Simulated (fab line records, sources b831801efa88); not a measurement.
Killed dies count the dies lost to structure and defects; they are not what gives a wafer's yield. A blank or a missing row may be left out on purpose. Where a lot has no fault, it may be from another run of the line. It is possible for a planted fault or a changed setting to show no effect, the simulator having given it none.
fab line records | flow gf180mcu | part 1 of 2: steps 1 to 31 of 43
record lots=5 | wafers=15 | last_day=34
route steps=602 shown MVPSD@139 VT_IMPLANT@140 DUAL_GATE@141 POLY_GATE@157 HV_LDD@176
lots untouched by any fault: they come from a run of this same line in which no faults occurred
start_h: start of the lot's first displayed wafer, in hours after the record's first day | wait_h: hours from the lot's prior step to this one | " identical to the entry in the row above | L1.1+2: a row that stands for several wafers | - no value present, or no start provided | * or withheld: withheld | < > ~ a bound
route shown NAME@n: a module of which the file shows steps, and the number in the route of the first | usual: mean and standard deviation over wafers with no fault | same: alike in all rows | chamber/n: place in a boat | sites: each site's reading | _std_site: how widely they spread, as a standard deviation | _edge_site: the outer-site mean with the inner-site mean subtracted | radius_mm: for every site, how far away it sits from the centre of the wafer | mask NAME#n: copy n | behind: the tool/chamber that last shaped the wafer | hold: cause of the lot's hold/its duration in hours/its outcome | device: the n, p or np transistor that did not switch | end of line: the same wafers' tests at the end of the route | for a step that has no rows: nothing shown but its recipe | killed: not the wafer's yield, but the dies lost to structure and defects at the first sort | map: per-die view of a wafer (x killed, . not killed, _ where there is no die)
set.NAME: the setting that was run; set.NAME@STEP: the one run at that earlier step | model.NAME: the simulator's own value behind a step, which no gauge read
lots at some steps of the route; a table a step, a row a wafer
services: a tool's chamber out of use, with start hour (start_h, from the record's first day; less than 0 if before it), hours out, and reason
## steps
# step GF_VT_IMPLANT_RS_MEAS_49
# recipe thk_meas_gauge=four-point-probe
# usual MVPSD_RS=1158.3/2.5
lot.wafer | tool          | chamber | start_h | wait_h | MVPSD_RS[ohm/sq]
L080.3    | film_metro-01 | -       | 204.70  | 0.1    | 1162.8
L080.5    | "             | -       | "       | "      | 1163.5
L080.6    | "             | -       | "       | "      | 1162.5
L085.1    | film_metro-03 | -       | 232.87  | 0.1    | 1158.1
L085.3    | "             | -       | "       | "      | 1158.8
L085.5    | "             | -       | "       | "      | 1157.1
L089.1    | film_metro-01 | -       | 260.58  | 0.1    | 1156.9
L089.3    | "             | -       | "       | "      | 1153.0
L089.4    | "             | -       | "       | "      | 1156.8
L092.2    | film_metro-02 | -       | 281.39  | 0.1    | 1161.4
L092.4    | "             | -       | "       | "      | 1157.5
L092.6    | "             | -       | "       | "      | 1157.8
L094.1    | film_metro-02 | -       | 295.18  | 0.1    | 1162.0
L094.3    | "             | -       | "       | "      | 1159.7
L094.5    | "             | -       | "       | "      | 1166.7
# step GF_VT_IMPLANT_WET_ETCH_50
# recipe chemistry=dHF | target_depth_nm=20 | target=SiO2 | temp_c=25 | dilution=100:1 | time_s=400
# usual bath_heat_duty_pct=6.2/0.75
lot.wafer | tool         | chamber | start_h | wait_h | bath_heat_duty_pct
L080.3    | wet_bench-04 | 2       | 204.78  | 0.1    | 6.8
L080.5    | "            | 2       | "       | "      | 6.6
L080.6    | "            | 2       | "       | "      | 7.5
L085.1    | wet_bench-03 | 2       | 232.99  | 0.1    | 5.2
L085.3    | "            | 2       | "       | "      | 5.8
L085.5    | "            | 2       | "       | "      | 4.6
L089.1    | wet_bench-03 | 0       | 260.70  | 0.1    | 7.7
L089.3    | "            | 0       | "       | "      | 7.3
L089.4    | "            | 0       | "       | "      | 6.4
L092.2    | wet_bench-04 | 1       | 281.49  | 0.1    | 7.2
L092.4    | "            | 1       | "       | "      | 7.0
L092.6    | "            | 1       | "       | "      | 6.2
L094.1    | wet_bench-01 | 1       | 295.30  | 0.1    | 6.8
L094.3    | "            | 1       | "       | "      | 7.4
L094.5    | "            | 1       | "       | "      | 7.1
# step GF_DUAL_GATE_CLEAN_00
# recipe chemistry=SC1/SC2 | mix=1:4:20 | temp_c=70 | time_s=150
# usual bath_heat_duty_pct=13.5/1.4
lot.wafer | tool         | chamber | start_h | wait_h | bath_heat_duty_pct
L080.3    | wet_bench-04 | 3       | 204.95  | 0.1    | 13.4
L080.5    | "            | 3       | "       | "      | 14.1
L080.6    | "            | 3       | "       | "      | 14.8
L085.1    | wet_bench-04 | 1       | 233.11  | 0.0    | 14.1
L085.3    | "            | 1       | "       | "      | 13.7
L085.5    | "            | 1       | "       | "      | 14.1
L089.1    | wet_bench-04 | 0       | 260.82  | 0.0    | 13.1
L089.3    | "            | 0       | "       | "      | 13.6
L089.4    | "            | 0       | "       | "      | 13.9
L092.2    | wet_bench-03 | 0       | 281.60  | 0.0    | 14.2
L092.4    | "            | 0       | "       | "      | 13.8
L092.6    | "            | 0       | "       | "      | 15.2
L094.1    | wet_bench-03 | 0       | 295.42  | 0.0    | 14.5
L094.3    | "            | 0       | "       | "      | 14.6
L094.5    | "            | 0       | "       | "      | 15.3
# step GF_DUAL_GATE_CLEAN_01
# recipe chemistry=dHF | time_s=20 | dilution=100:1 | dry=ipa_marangoni
lot.wafer  | tool         | chamber | start_h | wait_h
L080.3+5+6 | wet_bench-04 | 3       | 205.00  | 0.0
L085.1+3+5 | wet_bench-03 | 3       | 233.16  | 0.0
L089.1+3+4 | wet_bench-01 | 3       | 260.87  | 0.0
L092.2+4+6 | wet_bench-01 | 2       | 281.66  | 0.0
L094.1+3+5 | wet_bench-04 | 2       | 295.47  | 0.0
# step GF_DUAL_GATE_OXIDATION_02
# recipe temp_c=900 | ambient=O2 | stabilise_s=600 | purge_s=300 | target_thk_a=108.87 | ox_time_s=1602
# usual spike_tc_bottom_C=916.7/1.6 | spike_tc_lower_C=900.2/1
lot.wafer | tool       | chamber | start_h | wait_h | spike_tc_bottom_C | spike_tc_lower_C
L080.3    | furnace-01 | 0       | 205.02  | 0.0    | 916.1             | 900.0
L080.5    | "          | 0       | "       | "      | 915.0             | 899.9
L080.6    | "          | 0       | "       | "      | 916.2             | 899.9
L085.1    | furnace-02 | 0       | 233.18  | 0.0    | 917.9             | 899.7
L085.3    | "          | 0       | "       | "      | 918.9             | 900.6
L085.5    | "          | 0       | "       | "      | 916.3             | 901.1
L089.1    | furnace-02 | 0       | 264.00  | 3.1    | 917.7             | 899.6
L089.3    | "          | 0       | "       | "      | 917.9             | 899.6
L089.4    | "          | 0       | "       | "      | 918.6             | 898.0
L092.2    | furnace-01 | 0       | 282.52  | 0.8    | 914.4             | 900.6
L092.4    | "          | 0       | "       | "      | 916.1             | 900.1
L092.6    | "          | 0       | "       | "      | 916.0             | 902.0
L094.1    | furnace-02 | 0       | 295.60  | 0.1    | 917.7             | 900.3
L094.3    | "          | 0       | "       | "      | 918.5             | 899.5
L094.5    | "          | 0       | "       | "      | 917.4             | 899.4
# step GF_DUAL_GATE_THK_MEAS_03
# recipe reads=SiO2_of_DUAL_GATE_OXIDATION_02
# usual DUAL_GATE_OXIDATION_00_THK=10.79/0.21
lot.wafer | tool          | chamber | start_h | wait_h | DUAL_GATE_OXIDATION_00_THK[nm]
L080.3    | film_metro-02 | -       | 206.48  | 0.0    | 11.01
L080.5    | "             | -       | "       | "      | 10.84
L080.6    | "             | -       | "       | "      | 10.93
L085.1    | film_metro-04 | -       | 234.62  | 0.0    | 10.81
L085.3    | "             | -       | "       | "      | 10.89
L085.5    | "             | -       | "       | "      | 10.76
L089.1    | film_metro-02 | -       | 265.45  | 0.0    | 10.61
L089.3    | "             | -       | "       | "      | 10.62
L089.4    | "             | -       | "       | "      | 10.72
L092.2    | film_metro-03 | -       | 283.98  | 0.0    | 10.74
L092.4    | "             | -       | "       | "      | 10.45
L092.6    | "             | -       | "       | "      | 10.47
L094.1    | film_metro-02 | -       | 297.05  | 0.0    | 10.81
L094.3    | "             | -       | "       | "      | 11.07
L094.5    | "             | -       | "       | "      | 10.87
# step GF_DUAL_GATE_DEHYDRATE_04
# recipe temp_c=200 | time_s=60
lot.wafer  | tool           | chamber | start_h | wait_h
L080.3+5+6 | litho_track-02 | 0       | 214.96  | 8.5
L085.1+3+5 | litho_track-03 | 0       | 242.91  | 8.3
L089.1+3+4 | litho_track-04 | 0       | 274.89  | 9.4
L092.2+4+6 | litho_track-04 | 0       | 293.61  | 9.6
L094.1+3+5 | litho_track-03 | 0       | 306.55  | 9.5
# step GF_DUAL_GATE_HMDS_05
# recipe prime_time_s=60 | prime_temp_c=120
lot.wafer  | tool           | chamber | start_h | wait_h
L080.3+5+6 | litho_track-02 | 0       | 215.11  | 0.1
L085.1+3+5 | litho_track-03 | 0       | 243.06  | 0.1
L089.1+3+4 | litho_track-04 | 0       | 275.04  | 0.1
L092.2+4+6 | litho_track-04 | 0       | 293.76  | 0.1
L094.1+3+5 | litho_track-03 | 0       | 306.70  | 0.1
# step GF_DUAL_GATE_COAT_06
# recipe resist=NOVOLAK | spin_rpm=3000 | resist_thk_nm=1000
lot.wafer  | tool           | chamber | start_h | wait_h
L080.3+5+6 | litho_track-02 | 0       | 215.26  | 0.1
L085.1+3+5 | litho_track-03 | 0       | 243.21  | 0.1
L089.1+3+4 | litho_track-04 | 0       | 275.19  | 0.1
L092.2+4+6 | litho_track-04 | 0       | 293.91  | 0.1
L094.1+3+5 | litho_track-03 | 0       | 306.85  | 0.1
# step GF_DUAL_GATE_SOFTBAKE_07
# recipe temp_c=90 | time_s=60 | resist=NOVOLAK
lot.wafer  | tool           | chamber | start_h | wait_h
L080.3+5+6 | litho_track-02 | 0       | 215.41  | 0.1
L085.1+3+5 | litho_track-03 | 0       | 243.36  | 0.1
L089.1+3+4 | litho_track-04 | 0       | 275.34  | 0.1
L092.2+4+6 | litho_track-04 | 0       | 294.06  | 0.1
L094.1+3+5 | litho_track-03 | 0       | 307.00  | 0.1
# step GF_DUAL_GATE_EXPOSE_08
# recipe mask_id=Dualgate | target_cd_nm=700 | na=0.6 | source_shape=conventional | sigma_outer=0.6 | dose_mj=140
lot.wafer  | tool             | chamber | start_h | wait_h | mask
L080.3+5+6 | iline_stepper-02 | 0       | -       | -      | Dualgate#0
L085.1+3+5 | iline_stepper-02 | 0       | -       | -      | Dualgate#0
L089.1+3+4 | iline_stepper-02 | 0       | -       | -      | Dualgate#0
L092.2+4+6 | iline_stepper-02 | 0       | -       | -      | Dualgate#0
L094.1+3+5 | iline_stepper-01 | 0       | -       | -      | Dualgate#0
# step GF_DUAL_GATE_PEB_09
# recipe temp_c=withheld | time_s=* | resist=NOVOLAK
lot.wafer  | tool           | chamber | start_h | wait_h
L080.3+5+6 | litho_track-04 | 0       | -       | -
L085.1+3+5 | litho_track-03 | 0       | -       | -
L089.1+3+4 | litho_track-03 | 0       | -       | -
L092.2+4+6 | litho_track-02 | 0       | -       | -
L094.1+3+5 | litho_track-02 | 0       | -       | -
# step GF_DUAL_GATE_DEVELOP_10
# recipe develop_time_s=60 | dev_temp_c=23
lot.wafer  | tool           | chamber | start_h | wait_h
L080.3+5+6 | litho_track-04 | 0       | 224.24  | 0.1
L085.1+3+5 | litho_track-03 | 0       | 252.95  | 0.1
L089.1+3+4 | litho_track-03 | 0       | 284.75  | 0.1
L092.2+4+6 | litho_track-02 | 0       | 303.68  | 0.1
L094.1+3+5 | litho_track-02 | 0       | 317.41  | 0.1
# step GF_DUAL_GATE_OVL_MEAS_11
# usual DUAL_GATE_OVL=0.6/1.2
lot.wafer | tool       | chamber | start_h | wait_h | DUAL_GATE_OVL[nm]
L080.3    | overlay-02 | -       | 224.35  | 0.1    | 1.1
L080.5    | "          | -       | "       | "      | 0.3
L080.6    | "          | -       | "       | "      | 0.9
L085.1    | overlay-01 | -       | 253.10  | 0.1    | 0.9
L085.3    | "          | -       | "       | "      | 1.3
L085.5    | "          | -       | "       | "      | 0.8
L089.1    | overlay-02 | -       | 284.90  | 0.1    | 1.0
L089.3    | "          | -       | "       | "      | 0.9
L089.4    | "          | -       | "       | "      | 1.8
L092.2    | overlay-01 | -       | 303.81  | 0.1    | 0.0
L092.4    | "          | -       | "       | "      | -0.4
L092.6    | "          | -       | "       | "      | 0.4
L094.1    | overlay-02 | -       | 317.56  | 0.1    | -3.3
L094.3    | "          | -       | "       | "      | -1.4
L094.5    | "          | -       | "       | "      | -1.2
# step GF_DUAL_GATE_WET_ETCH_12
# recipe chemistry=dHF | target_depth_nm=13 | dry=n2_spin | target=SiO2 | temp_c=25 | dilution=100:1 | time_s=260
# usual bath_heat_duty_pct=6.2/0.73
lot.wafer | tool         | chamber | start_h | wait_h | bath_heat_duty_pct
L080.3    | wet_bench-04 | 0       | 224.38  | 0.0    | 6.0
L080.5    | "            | 0       | "       | "      | 6.1
L080.6    | "            | 0       | "       | "      | 5.7
L085.1    | wet_bench-01 | 2       | 253.14  | 0.0    | 5.6
L085.3    | "            | 2       | "       | "      | 6.2
L085.5    | "            | 2       | "       | "      | 5.9
L089.1    | wet_bench-03 | 0       | 284.94  | 0.0    | 7.6
L089.3    | "            | 0       | "       | "      | 6.4
L089.4    | "            | 0       | "       | "      | 7.1
L092.2    | wet_bench-03 | 2       | 303.84  | 0.0    | 4.8
L092.4    | "            | 2       | "       | "      | 5.9
L092.6    | "            | 2       | "       | "      | 4.7
L094.1    | wet_bench-01 | 1       | 317.59  | 0.0    | 7.7
L094.3    | "            | 1       | "       | "      | 6.5
L094.5    | "            | 1       | "       | "      | 7.0
# step GF_DUAL_GATE_STRIP_13
# recipe chemistry=O2/N2 | power_w=1400 | pressure_mtorr=1500 | platen_temp_c=250 | o2_flow_sccm=3000 | n2_flow_sccm=300 | overash_fraction=0.5
# usual drypump_motor_current_A=5.8/0.43 | heater_power_w=320/12 | oes_product_au=0.716/0.0045 | strip_time_to_endpoint_s=12.625/0.03
lot.wafer | tool            | chamber | start_h | wait_h | drypump_motor_current_A | heater_power_w | oes_product_au | rf_hours_counter_h | strip_time_to_endpoint_s
L080.3    | plasma_asher-01 | 1       | 224.49  | 0.0    | 6.1                     | 316            | 0.715          | -                  | 12.656
L080.5    | "               | 0       | "       | "      | 5.4                     | 334            | 0.720          | -                  | 12.675
L080.6    | "               | 1       | "       | "      | 6.1                     | 312            | 0.718          | -                  | 12.661
L085.1    | plasma_asher-02 | 1       | 253.23  | 0.0    | 6.0                     | 331            | 0.721          | 63                 | 12.619
L085.3    | "               | 0       | "       | "      | 5.8                     | 303            | 0.721          | -                  | 12.580
L085.5    | "               | 1       | "       | "      | 6.0                     | 339            | 0.717          | -                  | 12.626
L089.1    | plasma_asher-02 | 1       | 285.02  | 0.0    | 6.0                     | 337            | 0.723          | 67                 | 12.630
L089.3    | "               | 0       | "       | "      | 5.8                     | 303            | 0.719          | -                  | 12.632
L089.4    | "               | 1       | "       | "      | 6.0                     | 330            | 0.708          | -                  | 12.623
L092.2    | plasma_asher-04 | 0       | 303.93  | 0.0    | 5.1                     | 324            | 0.719          | 65                 | 12.618
L092.4    | "               | 1       | "       | "      | 6.2                     | 339            | 0.720          | -                  | 12.638
L092.6    | "               | 0       | "       | "      | 5.1                     | 319            | 0.715          | -                  | 12.663
L094.1    | plasma_asher-01 | 1       | 317.67  | 0.0    | 6.1                     | 312            | 0.721          | 20                 | 12.617
L094.3    | "               | 0       | "       | "      | 5.4                     | 324            | 0.725          | -                  | 12.655
L094.5    | "               | 0       | "       | "      | 5.4                     | 326            | 0.713          | -                  | 12.613
# step GF_DUAL_GATE_CLEAN_14
# recipe chemistry=SC1/SC2 | mix=1:4:20 | temp_c=70 | time_s=150 | dry=n2_spin
# usual bath_heat_duty_pct=13.4/1.5
lot.wafer | tool         | chamber | start_h | wait_h | bath_heat_duty_pct
L080.3    | wet_bench-03 | 3       | 224.56  | 0.0    | 11.9
L080.5    | "            | 3       | "       | "      | 12.0
L080.6    | "            | 3       | "       | "      | 11.1
L085.1    | wet_bench-03 | 0       | 253.33  | 0.1    | 15.2
L085.3    | "            | 0       | "       | "      | 13.9
L085.5    | "            | 0       | "       | "      | 13.6
L089.1    | wet_bench-04 | 2       | 285.12  | 0.1    | 14.4
L089.3    | "            | 2       | "       | "      | 15.5
L089.4    | "            | 2       | "       | "      | 14.7
L092.2    | wet_bench-03 | 2       | 304.03  | 0.1    | 11.0
L092.4    | "            | 2       | "       | "      | 11.2
L092.6    | "            | 2       | "       | "      | 10.2
L094.1    | wet_bench-04 | 2       | 317.77  | 0.1    | 14.4
L094.3    | "            | 2       | "       | "      | 14.4
L094.5    | "            | 2       | "       | "      | 15.6
# step GF_DUAL_GATE_OXIDATION_15
# recipe temp_c=850 | ambient=O2 | stabilise_s=600 | purge_s=300 | target_thk_a=70.98 | ox_time_s=1995
# usual spike_tc_bottom_C=866.9/1.7 | spike_tc_lower_C=850.2/1
lot.wafer | tool       | chamber | start_h | wait_h | spike_tc_bottom_C | spike_tc_lower_C
L080.3    | furnace-02 | 0       | 225.11  | 0.5    | 869.5             | 848.8
L080.5    | "          | 0       | "       | "      | 870.8             | 850.1
L080.6    | "          | 0       | "       | "      | 869.6             | 851.5
L085.1    | furnace-01 | 0       | 253.38  | 0.0    | 867.2             | 850.9
L085.3    | "          | 0       | "       | "      | 865.8             | 850.3
L085.5    | "          | 0       | "       | "      | 865.6             | 850.0
L089.1    | furnace-02 | 0       | 285.49  | 0.3    | 867.8             | 851.4
L089.3    | "          | 0       | "       | "      | 867.7             | 849.3
L089.4    | "          | 0       | "       | "      | 867.6             | 848.2
L092.2    | furnace-01 | 0       | 304.09  | 0.0    | 866.4             | 850.2
L092.4    | "          | 0       | "       | "      | 863.2             | 849.4
L092.6    | "          | 0       | "       | "      | 866.2             | 850.4
L094.1    | furnace-01 | 0       | 318.66  | 0.8    | 865.9             | 849.6
L094.3    | "          | 0       | "       | "      | 865.7             | 850.9
L094.5    | "          | 0       | "       | "      | 866.8             | 851.7
# step GF_POLY_GATE_CVD_00
# recipe material=poly-Si | target_thk_nm=200 | temp_c=620 | time_s=1200 | pressure_mtorr=190.1
# usual spike_tc_bottom_C=641.7/1.1 | spike_tc_lower_C=620.0/1.3
lot.wafer | tool     | chamber | start_h | wait_h | spike_tc_bottom_C | spike_tc_lower_C
L080.3    | lpcvd-02 | 1       | 226.66  | 0.0    | 641.1             | 618.4
L080.5    | "        | 1       | "       | "      | 641.8             | 619.3
L080.6    | "        | 1       | "       | "      | 640.8             | 621.8
L085.1    | lpcvd-01 | 1       | 254.93  | 0.0    | 641.7             | 620.1
L085.3    | "        | 1       | "       | "      | 642.2             | 621.0
L085.5    | "        | 1       | "       | "      | 642.9             | 621.9
L089.1    | lpcvd-01 | 0       | 287.05  | 0.0    | 642.7             | 619.1
L089.3    | "        | 0       | "       | "      | 640.7             | 619.6
L089.4    | "        | 0       | "       | "      | 643.5             | 621.4
L092.2    | lpcvd-01 | 0       | 305.64  | 0.0    | 642.6             | 619.1
L092.4    | "        | 0       | "       | "      | 642.2             | 618.9
L092.6    | "        | 0       | "       | "      | 643.4             | 618.8
L094.1    | lpcvd-02 | 1       | 320.21  | 0.0    | 643.0             | 619.0
L094.3    | "        | 1       | "       | "      | 639.6             | 620.6
L094.5    | "        | 1       | "       | "      | 640.6             | 621.8
# step GF_POLY_GATE_THK_MEAS_01
# recipe reads=poly-Si_of_POLY_GATE_CVD_00
# usual POLY_GATE_CVD_00_THK=194.5/1.4
lot.wafer | tool          | chamber | start_h | wait_h | POLY_GATE_CVD_00_THK[nm]
L080.3    | film_metro-01 | -       | 228.02  | 0.0    | 194.3
L080.5    | "             | -       | "       | "      | 193.9
L080.6    | "             | -       | "       | "      | 196.3
L085.1    | film_metro-02 | -       | 256.27  | 0.0    | 195.7
L085.3    | "             | -       | "       | "      | 196.2
L085.5    | "             | -       | "       | "      | 195.1
L089.1    | film_metro-04 | -       | 288.38  | 0.0    | 194.5
L089.3    | "             | -       | "       | "      | 194.3
L089.4    | "             | -       | "       | "      | 193.6
L092.2    | film_metro-02 | -       | 306.98  | 0.0    | 194.8
L092.4    | "             | -       | "       | "      | 197.0
L092.6    | "             | -       | "       | "      | 196.1
L094.1    | film_metro-02 | -       | 321.55  | 0.0    | 194.9
L094.3    | "             | -       | "       | "      | 195.6
L094.5    | "             | -       | "       | "      | 193.9
# step GF_POLY_GATE_DEHYDRATE_02
# recipe temp_c=200 | time_s=60
lot.wafer  | tool           | chamber | start_h | wait_h
L080.3+5+6 | litho_track-01 | 0       | 236.02  | 8.0
L085.1+3+5 | litho_track-03 | 0       | 265.25  | 9.0
L089.1+3+4 | litho_track-04 | 0       | 298.24  | 9.8
L092.2+4+6 | litho_track-04 | 0       | 317.36  | 10.4
L094.1+3+5 | litho_track-01 | 0       | 331.42  | 9.9
# step GF_POLY_GATE_HMDS_03
# recipe prime_time_s=60 | prime_temp_c=120
lot.wafer  | tool           | chamber | start_h | wait_h
L080.3+5+6 | litho_track-01 | 0       | 236.17  | 0.1
L085.1+3+5 | litho_track-03 | 0       | 265.40  | 0.1
L089.1+3+4 | litho_track-04 | 0       | 298.39  | 0.1
L092.2+4+6 | litho_track-04 | 0       | 317.51  | 0.1
L094.1+3+5 | litho_track-01 | 0       | 331.57  | 0.1
# step GF_POLY_GATE_COAT_04
# recipe resist=BARC | temp_c=withheld | time_s=withheld | spin_rpm=withheld | resist_thk_nm=withheld
lot.wafer  | tool           | chamber | start_h | wait_h
L080.3+5+6 | litho_track-01 | 0       | 236.32  | 0.1
L085.1+3+5 | litho_track-03 | 0       | 265.55  | 0.1
L089.1+3+4 | litho_track-04 | 0       | 298.54  | 0.1
L092.2+4+6 | litho_track-04 | 0       | 317.66  | 0.1
L094.1+3+5 | litho_track-01 | 0       | 331.72  | 0.1
# step GF_POLY_GATE_COAT_05
# recipe resist=KrF | spin_rpm=withheld | resist_thk_nm=700
lot.wafer  | tool           | chamber | start_h | wait_h
L080.3+5+6 | litho_track-01 | 0       | -       | -
L085.1+3+5 | litho_track-03 | 0       | -       | -
L089.1+3+4 | litho_track-04 | 0       | -       | -
L092.2+4+6 | litho_track-04 | 0       | -       | -
L094.1+3+5 | litho_track-01 | 0       | -       | -
# step GF_POLY_GATE_SOFTBAKE_06
# recipe temp_c=130 | time_s=60 | resist=KrF
lot.wafer  | tool           | chamber | start_h | wait_h
L080.3+5+6 | litho_track-01 | 0       | -       | -
L085.1+3+5 | litho_track-03 | 0       | -       | -
L089.1+3+4 | litho_track-04 | 0       | -       | -
L092.2+4+6 | litho_track-04 | 0       | -       | -
L094.1+3+5 | litho_track-01 | 0       | -       | -
# step GF_POLY_GATE_EXPOSE_07
# recipe mask_id=Poly2 | target_cd_nm=280 | na=0.68 | source_shape=conventional | sigma_outer=0.6 | dose_mj=28
lot.wafer  | tool           | chamber | start_h | wait_h | mask
L080.3+5+6 | krf_scanner-02 | 0       | -       | -      | Poly2#0
L085.1+3+5 | krf_scanner-01 | 0       | -       | -      | Poly2#0
L089.1+3+4 | krf_scanner-01 | 0       | -       | -      | Poly2#0
L092.2+4+6 | krf_scanner-01 | 0       | -       | -      | Poly2#0
L094.1+3+5 | krf_scanner-01 | 0       | -       | -      | Poly2#0
# step GF_POLY_GATE_PEB_08
# recipe peb_temp_c=135 | peb_time_s=90 | resist=KrF
lot.wafer  | tool           | chamber | start_h | wait_h
L080.3+5+6 | litho_track-03 | 0       | -       | -
L085.1+3+5 | litho_track-03 | 0       | -       | -
L089.1+3+4 | litho_track-03 | 0       | -       | -
L092.2+4+6 | litho_track-01 | 0       | -       | -
L094.1+3+5 | litho_track-04 | 0       | -       | -
# step GF_POLY_GATE_DEVELOP_09
# recipe develop_time_s=60 | resist=KrF | dev_temp_c=21
lot.wafer  | tool           | chamber | start_h | wait_h
L080.3+5+6 | litho_track-03 | 0       | 246.06  | 0.1
L085.1+3+5 | litho_track-03 | 0       | 275.50  | 0.2
L089.1+3+4 | litho_track-03 | 0       | 308.60  | 0.2
L092.2+4+6 | litho_track-01 | 0       | 327.89  | 0.2
L094.1+3+5 | litho_track-04 | 0       | 341.54  | 0.2
# step GF_POLY_GATE_CD_MEAS_10
# recipe target_cd_nm=280
# usual cd_nm=279.8/1.3
lot.wafer | tool      | chamber | start_h | wait_h | cd_nm
L080.3    | cd_sem-01 | -       | 246.20  | 0.1    | 281.1
L080.5    | "         | -       | "       | "      | 282.0
L080.6    | "         | -       | "       | "      | 283.4
L085.1    | cd_sem-02 | -       | 275.65  | 0.1    | 279.4
L085.3    | "         | -       | "       | "      | 279.1
L085.5    | "         | -       | "       | "      | 280.0
L089.1    | cd_sem-01 | -       | 308.75  | 0.1    | 278.2
L089.3    | "         | -       | "       | "      | 279.5
L089.4    | "         | -       | "       | "      | 279.6
L092.2    | cd_sem-02 | -       | 328.04  | 0.1    | 283.3
L092.4    | "         | -       | "       | "      | 281.9
L092.6    | "         | -       | "       | "      | 282.2
L094.1    | cd_sem-01 | -       | 341.69  | 0.1    | 281.1
L094.3    | "         | -       | "       | "      | 279.8
L094.5    | "         | -       | "       | "      | 280.3
# step GF_POLY_GATE_OVL_MEAS_11
# usual POLY_GATE_OVL=1/5
lot.wafer | tool       | chamber | start_h | wait_h | POLY_GATE_OVL[nm]
L080.3    | overlay-01 | -       | 246.29  | 0.1    | 3
L080.5    | "          | -       | "       | "      | 5
L080.6    | "          | -       | "       | "      | 4
L085.1    | overlay-01 | -       | 275.77  | 0.1    | 6
L085.3    | "          | -       | "       | "      | 5
L085.5    | "          | -       | "       | "      | 4
L089.1    | overlay-02 | -       | 308.87  | 0.1    | 1
L089.3    | "          | -       | "       | "      | 1
L089.4    | "          | -       | "       | "      | -4
L092.2    | overlay-02 | -       | 328.15  | 0.1    | -4
L092.4    | "          | -       | "       | "      | -2
L092.6    | "          | -       | "       | "      | -3
L094.1    | overlay-01 | -       | 341.81  | 0.1    | 0
L094.3    | "          | -       | "       | "      | -1
L094.5    | "          | -       | "       | "      | 3
# step GF_POLY_GATE_ETCH_12
# recipe chemistry=N2/H2 | target_depth_a=withheld | overetch_a=withheld | time_s=withheld | target=BARC | ion_energy_ev=200 | source_w=500 | bias_w=100 | pressure_mtorr=30 | n2_flow_sccm=100 | h2_flow_sccm=200
# usual bias_w=100.00/0.27 | drypump_motor_current_A=5.8/0.45 | oes_product_au=0.734/0.0052 | throttle_valve_pct=13.214/0.0093
lot.wafer | tool        | chamber | start_h | wait_h | bias_w | drypump_motor_current_A | oes_product_au | throttle_valve_pct
L080.3    | rie_diel-01 | 1       | 246.31  | 0.0    | 100.74 | 6.5                     | 0.731          | 13.210
L080.5    | "           | 1       | "       | "      | 100.52 | 6.5                     | 0.734          | 13.215
L080.6    | "           | 0       | "       | "      | 100.06 | 5.7                     | 0.735          | 13.217
L085.1    | rie_diel-02 | 0       | 275.81  | 0.0    | 99.72  | 5.7                     | 0.730          | 13.223
L085.3    | "           | 1       | "       | "      | 99.85  | 5.3                     | 0.737          | 13.209
L085.5    | "           | 2       | "       | "      | 99.70  | 6.2                     | 0.734          | 13.219
L089.1    | rie_diel-03 | 3       | 308.91  | 0.0    | 100.04 | 5.5                     | 0.735          | 13.224
L089.3    | "           | 0       | "       | "      | 99.93  | 5.0                     | 0.731          | 13.211
L089.4    | "           | 2       | "       | "      | 99.91  | 5.1                     | 0.738          | 13.191
L092.2    | rie_diel-01 | 0       | 328.18  | 0.0    | 100.43 | 5.7                     | 0.736          | 13.226
L092.4    | "           | 3       | "       | "      | 100.17 | 5.9                     | 0.732          | 13.214
L092.6    | "           | 3       | "       | "      | 99.96  | 5.9                     | 0.736          | 13.236
L094.1    | rie_diel-01 | 3       | 341.84  | 0.0    | 99.87  | 5.9                     | 0.744          | 13.229
L094.3    | "           | 0       | "       | "      | 100.07 | 5.7                     | 0.734          | 13.224
L094.5    | "           | 3       | "       | "      | 100.46 | 6.0                     | 0.739          | 13.214
